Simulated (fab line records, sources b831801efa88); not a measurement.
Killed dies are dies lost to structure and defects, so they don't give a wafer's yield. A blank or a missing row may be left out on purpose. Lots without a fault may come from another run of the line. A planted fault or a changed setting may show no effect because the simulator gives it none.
Split-lot experiment | flow sfq_line | 5 lots, 23 wafers read, on a route of 325 steps

THE SPLIT
At SFQ_TRILAYER_M7_LITHO_PEB_180 (peb time 60 s), the setting peb_temp_c was moved away from the recipe's 115 C on 6 of the 23 wafers read, by -3.0% to +3.1%. The other wafers ran this setting at the recipe's value.

FROM THE SPLIT TO THE READING: what the file shows between them, 1 step
- SFQ_TRILAYER_M7_LITHO_DEVELOP_179: time 60 s

THE READING
M7.cd_nm (the simulator's own value, which no gauge read), in nm, at SFQ_TRILAYER_M7_BARC_OPEN_METAL_ETCH_229 (etches BARC in O2, target depth 125 nm, time 41.7 s). The file gives no usual value for it. The 17 wafers here that ran the recipe average 500.1 nm, standard deviation 1.4 nm.

wafer  | tool, chamber at the split | peb_temp_c as run, C | against the recipe | M7.cd_nm, nm | against lot-mates on the recipe
L074.1 | litho_track-01, 0          | 115                  | recipe             | 498.2        | -
L074.2 | litho_track-01, 0          | 115                  | recipe             | 498.8        | -
L074.4 | litho_track-01, 0          | 115                  | recipe             | 498.7        | -
L074.5 | litho_track-01, 0          | 111.6                | -3.0%              | 567.3        | +68.7
L074.6 | litho_track-01, 0          | 111.6                | -3.0%              | 569.4        | +70.8
L075.1 | litho_track-03, 0          | 111.9                | -2.7%              | 564          | +64.1
L075.2 | litho_track-03, 0          | 115                  | recipe             | 500.3        | -
L075.3 | litho_track-03, 0          | 115                  | recipe             | 499.1        | -
L075.4 | litho_track-03, 0          | 111.9                | -2.7%              | 563.3        | +63.4
L075.6 | litho_track-03, 0          | 115                  | recipe             | 500.2        | -
L080.1 | litho_track-01, 0          | 115                  | recipe             | 502.5        | -
L080.2 | litho_track-01, 0          | 115                  | recipe             | 500.8        | -
L080.4 | litho_track-01, 0          | 115                  | recipe             | 501.9        | -
L080.5 | litho_track-01, 0          | 115                  | recipe             | 500.6        | -
L080.6 | litho_track-01, 0          | 115                  | recipe             | 501.6        | -
L083.3 | litho_track-01, 0          | 115                  | recipe             | 501.5        | -
L083.4 | litho_track-01, 0          | 115                  | recipe             | 499.9        | -
L083.6 | litho_track-01, 0          | 115                  | recipe             | 502.1        | -
L085.2 | litho_track-04, 0          | 118.6                | +3.1%              | 441.7        | -57.1
L085.3 | litho_track-04, 0          | 115                  | recipe             | 499.3        | -
L085.4 | litho_track-04, 0          | 115                  | recipe             | 499.1        | -
L085.5 | litho_track-04, 0          | 118.6                | +3.1%              | 442.1        | -56.7
L085.6 | litho_track-04, 0          | 115                  | recipe             | 497.9        | -

THE FIT
A straight line over all 23 wafers: M7.cd_nm changes by -21.3 nm for each +1% of peb_temp_c; r = -0.99; the points scatter about the line by 3.4 nm.
The same after taking each lot's own level away (the mean of its wafers on the recipe; 23 wafers): -21.4 nm for each +1%; r = -0.99; scatter 3.7 nm.
On that fit, the largest move of peb_temp_c shifts the reading by 67 nm.
The lots' own levels span 498.57 to 501.48 nm, that is 2.1 times the standard deviation above.
So the lot-to-lot level changes the slope little: the two slopes agree.
Check: with one of the wafers moved furthest among these (+3.1%) left out of the fit, the line predicts -67.7 nm for it against its lot-mates. It came out at -57.1 nm against them.

OTHER SPLITS ON THESE WAFERS
These wafers also went through other splits before the reading. Each is held against what the fit with the lots' levels taken away leaves over:
other split on the same wafers                    | wafers away from the commonest value | r with M7.cd_nm (lot level and that fit taken away)
SFQ_TRILAYER_A5C_DEP_PECVD_142 time_s             | 12                                   | +0.25
SFQ_TRILAYER_I5_ETCH_VIA_ETCH_147 bias_w          | 10                                   | +0.10
SFQ_TRILAYER_C5_BARC_OPEN_VIA_ETCH_210 source_w   | 5                                    | -0.20
SFQ_TRILAYER_M6_LITHO_COAT_159 spin_rpm           | 8                                    | -0.12
SFQ_TRILAYER_I6_DEP_PECVD_165 time_s              | 11                                   | +0.10
SFQ_TRILAYER_I6_VIA_LITHO_COAT_169 spin_rpm       | 5                                    | -0.45
SFQ_TRILAYER_I6_VIA_BARC_OPEN_VIA_ETCH_235 bias_w | 4                                    | +0.00
SFQ_TRILAYER_M7_DEP_SPUTTER_175 power_w           | 5                                    | -0.05

THE FILE'S OWN FIT
M7.cd_nm changes by -21.6 nm for each +1% of peb_temp_c, r = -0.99.
